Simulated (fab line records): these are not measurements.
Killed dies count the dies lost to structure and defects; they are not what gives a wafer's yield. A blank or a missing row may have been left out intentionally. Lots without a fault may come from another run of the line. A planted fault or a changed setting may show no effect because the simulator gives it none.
Chamber matching || flow sky130 || 3 sister chambers for SKY_CAP2M_CVD_00 on pecvd-03
The step deposits SiO2, target thk 15.5 nm. 6 wafers are shown with their chamber, then 8 later ones without.

## WAFERS, EACH WITH ITS CHAMBER
{"wafer": "L081.4", "chamber": 1, "heater power w (W)": 532, "rf fwd power W (W)": 438.9}
{"wafer": "L083.2", "chamber": 1, "heater power w (W)": 656, "rf fwd power W (W)": 438.2}
{"wafer": "L083.5", "chamber": 2, "heater power w (W)": 933, "rf fwd power W (W)": 444.5}
{"wafer": "L084.5", "chamber": 0, "heater power w (W)": 847, "rf fwd power W (W)": 441.0}
{"wafer": "L084.6", "chamber": 2, "heater power w (W)": 965, "rf fwd power W (W)": 445.3}
{"wafer": "L087.1", "chamber": 0, "heater power w (W)": 844, "rf fwd power W (W)": 440.1}

## WAFERS MISSING THEIR CHAMBER
{"wafer": "L087.3", "heater power w (W)": 1032, "rf fwd power W (W)": 446.5}
{"wafer": "L087.5", "heater power w (W)": 785, "rf fwd power W (W)": 441.1}
{"wafer": "L090.1", "heater power w (W)": 836, "rf fwd power W (W)": 439.9}
{"wafer": "L090.3", "heater power w (W)": 1090, "rf fwd power W (W)": 447.0}
{"wafer": "L090.6", "heater power w (W)": 667, "rf fwd power W (W)": 440.1}
{"wafer": "L094.2", "heater power w (W)": 913, "rf fwd power W (W)": 445.2}
{"wafer": "L094.3", "heater power w (W)": 670, "rf fwd power W (W)": 439.4}
{"wafer": "L094.6", "heater power w (W)": 815, "rf fwd power W (W)": 439.8}

## EACH ONE'S CHAMBER
{"wafer": "L087.3", "from the rows above": 2, "in truth": 2}
{"wafer": "L087.5", "from the rows above": 0, "in truth": 0}
{"wafer": "L090.1", "from the rows above": 0, "in truth": 0}
{"wafer": "L090.3", "from the rows above": 2, "in truth": 2}
{"wafer": "L090.6", "from the rows above": "can't be placed: 1 or 0", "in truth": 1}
{"wafer": "L094.2", "from the rows above": 2, "in truth": 2}
{"wafer": "L094.3", "from the rows above": "can't be placed: 1 or 0", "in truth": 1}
{"wafer": "L094.6", "from the rows above": 0, "in truth": 0}
Placed correctly: 6 of 8. Not placeable from these rows: 2 (in 2, the candidates include the true chamber). Number placed wrongly: 0.
How it was worked out, from the rows above alone: a wafer's distance from a chamber is the root of the sum, over the readings, of the square of ((its reading less the chamber's mean) divided by the reading's scatter). The wafer belongs to the nearest chamber; if the next one is less than 2 further off, it can't be placed. For every chamber, the mean is computed from those of its wafers that are shown. The scatter: the root of (the sum of the squares of (reading less its chamber's mean) over the shown wafers, divided by (wafers less chambers)).
